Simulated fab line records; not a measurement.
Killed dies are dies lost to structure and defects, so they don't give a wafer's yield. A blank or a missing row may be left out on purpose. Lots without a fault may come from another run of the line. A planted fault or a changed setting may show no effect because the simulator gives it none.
A lot that was struck, set against a sound lot + flow sky130 + 42 out of 708 route steps
Sound: wafers L338.2, L338.3, L338.6. Struck: wafer L352.4 (L352.2, L352.6, from the same lot, were not struck and are left out); the cause is given at the end.
Each step with rows lists, per side, the tool, then ch with its chambers, then its first start. Under that, the readings that differ: sound wafers + struck wafers + difference of the means + sigmas: that difference in standard deviations of wafers without a fault.
alike: readings with means less than 2 such deviations apart, plus words and numbers identical on both sides. not compared: withheld readings, readings lacking a value on some wafer, bounds such as >300 that could conceal the same value, and numbers that have no deviation in the record and whose values overlap.
A row with sigmas, a row that says differs or no value, or rows on one side alone: a step with any of these is where the two part. Non-overlapping numbers with no deviation appear without sigmas and do not part them. A reading missing from all wafers of one side parts the sides only when that side holds two or more wafers.

first, 2 steps without rows for these wafers: SKY_NWELL_PEB_08; SKY_NWELL_DEVELOP_09 (develop time 60 s).
SKY_NWELL_OVL_MEAS_10:
  sound: overlay-01 at day 4 20:49; struck: overlay-01 at day 7 23:25
| reading           | sound          | struck | difference | sigmas |
|-------------------|----------------|--------|------------|--------|
| NWELL_00_OVL (nm) | -0.3 -1.0 -1.2 | -4.1   | -3.3       | -3     |
then, 3 steps without rows for these wafers: SKY_NWELL_IMPLANT_11; SKY_NWELL_IMPLANT_12; SKY_NWELL_IMPLANT_13.
SKY_NWELL_STRIP_14: strips in O2/N2.
  sound on plasma-asher-01 ch 0,1, day 4 21:18; struck on plasma-asher-01 ch 0, day 7 23:54
  alike: drypump-motor-current-A, oes-product-au, strip-time-to-endpoint-s
  not compared: rf-hours-counter-h
SKY_NWELL_TW_MEAS_15:
  sound: film-metro-03 at day 4 21:25; struck: film-metro-03 at day 8 00:01
  alike: NWELL_TW
then, 4 steps without rows for these wafers: SKY_NWELL_DEHYDRATE_16 (time 60 s); SKY_NWELL_HMDS_17 (prime time 60 s); SKY_NWELL_COAT_18 (resist thk 3000 nm); SKY_NWELL_SOFTBAKE_19.
SKY_NWELL_EXPOSE_20: exposes mask NWM COMPLEMENT, target cd 840 nm.
  sound on iline-stepper-01 ch 0, day 5 06:10; struck on iline-stepper-01 ch 0, day 8 08:10
  alike: mask, reticle-temp-C, stage-vel-mm-s
then, 2 steps without rows for these wafers: SKY_NWELL_PEB_21; SKY_NWELL_DEVELOP_22 (develop time 60 s).
SKY_NWELL_OVL_MEAS_23:
  sound: overlay-01 at day 5 14:56; struck: overlay-01 at day 8 19:49
  alike: NWELL_01_OVL
following that, these wafers have no rows for 1 step: SKY_NWELL_IMPLANT_24.
SKY_NWELL_STRIP_25: strips in O2/N2.
  sound on plasma-asher-04 ch 0,1, day 5 15:07; struck on plasma-asher-04 ch 1, day 8 19:59
  alike: drypump-motor-current-A, oes-product-au, strip-time-to-endpoint-s
  not compared: rf-hours-counter-h
SKY_NWELL_TW_MEAS_26:
  sound: film-metro-03 at day 5 15:13; struck: film-metro-01 at day 8 20:06
  alike: NWELL_2_TW
then, 1 step without rows for these wafers: SKY_NWELL_CLEAN_27 (cleans in SC1/SC2, time 150 s).
SKY_NWELL_RTA_28: time 30 s.
  sound on rtp-anneal-02 ch 0, day 5 15:20; struck on rtp-anneal-01 ch 0, day 8 20:13
  alike: lamp-power-pct, wafer_temp_C_max
SKY_NWELL_RS_MEAS_29: measures by four-point-probe.
  sound: film-metro-02 at day 5 15:26; struck: film-metro-02 at day 8 20:19
  alike: NWELL_RS
SKY_NWELL_RS_MEAS_31: measures by four-point-probe.
  sound: film-metro-02 at day 5 15:41; struck: film-metro-02 at day 8 20:34
  alike: PWDE_RS
then, 7 steps without rows for these wafers: SKY_VT_ADJUST_HVTP_DEHYDRATE_00 (time 60 s); SKY_VT_ADJUST_HVTP_HMDS_01 (prime time 60 s); SKY_VT_ADJUST_HVTP_COAT_02 (resist thk 1140 nm); SKY_VT_ADJUST_HVTP_SOFTBAKE_03 (time 60 s); SKY_VT_ADJUST_HVTP_EXPOSE_04 (exposes mask HVTPM, target cd 380 nm); SKY_VT_ADJUST_HVTP_PEB_05; SKY_VT_ADJUST_HVTP_DEVELOP_06 (develop time 60 s).
SKY_VT_ADJUST_HVTP_CD_MEAS_07: target cd 380 nm.
  sound: cd-sem-01 at day 6 09:45; struck: cd-sem-01 at day 9 17:08
  alike: cd-nm
SKY_VT_ADJUST_HVTP_OVL_MEAS_08:
  sound: overlay-02 at day 6 09:51; struck: overlay-01 at day 9 17:15
  alike: VT_ADJUST_HVTP_OVL
following that, these wafers have no rows for 1 step: SKY_VT_ADJUST_HVTP_IMPLANT_09.
SKY_VT_ADJUST_HVTP_STRIP_10: strips in O2/N2.
  sound on plasma-asher-03 ch 0,1, day 6 10:02; struck on plasma-asher-02 ch 1, day 9 17:26
  alike: drypump-motor-current-A, oes-product-au, strip-time-to-endpoint-s
  not compared: rf-hours-counter-h
SKY_VT_ADJUST_HVTP_TW_MEAS_11:
  sound: film-metro-04 at day 6 10:08; struck: film-metro-01 at day 9 17:32
  alike: VT_ADJUST_HVTP_TW
then, 6 steps without rows for these wafers: SKY_VT_ADJUST_LVTN_DEHYDRATE_00 (time 60 s); SKY_VT_ADJUST_LVTN_HMDS_01 (prime time 60 s); SKY_VT_ADJUST_LVTN_COAT_02 (resist thk 3000 nm); SKY_VT_ADJUST_LVTN_SOFTBAKE_03; SKY_VT_ADJUST_LVTN_EXPOSE_04 (exposes mask NWM COMPLEMENT LESS NATIVE, target cd 840 nm); SKY_VT_ADJUST_LVTN_PEB_05.
-- here the record skips 39 days between the struck wafers' starts before and after, leaving off in module VT_ADJUST_LVTN and picking up in module PAD_OPEN (first step shown: number 708 of the route) --
SKY_PAD_OPEN_PROBE_99:
  sound: prober-02 at day 45 17:13; struck: prober-01 at day 49 01:05
| reading                                 | sound              | struck    | difference | sigmas |
|-----------------------------------------|--------------------|-----------|------------|--------|
| model.etest.nfet_16v.r-on-ohm-um        | 1.39e+04 1.415e+04 | 1.443e+04 | +4.050e+02 |        |
| model.etest.res-iso-pwell.width-nm (nm) | 2626 2625          | 2702      | +76        |        |
| model.etest.res-nwell.width-nm (nm)     | 845.1 849.6        | 811.5     | -35.9      |        |
  alike: killed_at_M0_to_M3, killed_at_M4_up, killed-at-contacts, killed-at-front-end, killed-at-other, killed-dies, killed-open, killed-short

== WHERE THEY PART ==
Only at SKY_NWELL_OVL_MEAS_10, within this record. Later steps at which nothing parts them and some readings are alike: SKY_NWELL_STRIP_14, SKY_NWELL_TW_MEAS_15, SKY_NWELL_EXPOSE_20, SKY_NWELL_OVL_MEAS_23, SKY_NWELL_STRIP_25, SKY_NWELL_TW_MEAS_26, SKY_NWELL_RTA_28, SKY_NWELL_RS_MEAS_29, SKY_NWELL_RS_MEAS_31, SKY_VT_ADJUST_HVTP_CD_MEAS_07, SKY_VT_ADJUST_HVTP_OVL_MEAS_08, SKY_VT_ADJUST_HVTP_STRIP_10, SKY_VT_ADJUST_HVTP_TW_MEAS_11, SKY_PAD_OPEN_PROBE_99.

WHY: what had been put in by the simulator
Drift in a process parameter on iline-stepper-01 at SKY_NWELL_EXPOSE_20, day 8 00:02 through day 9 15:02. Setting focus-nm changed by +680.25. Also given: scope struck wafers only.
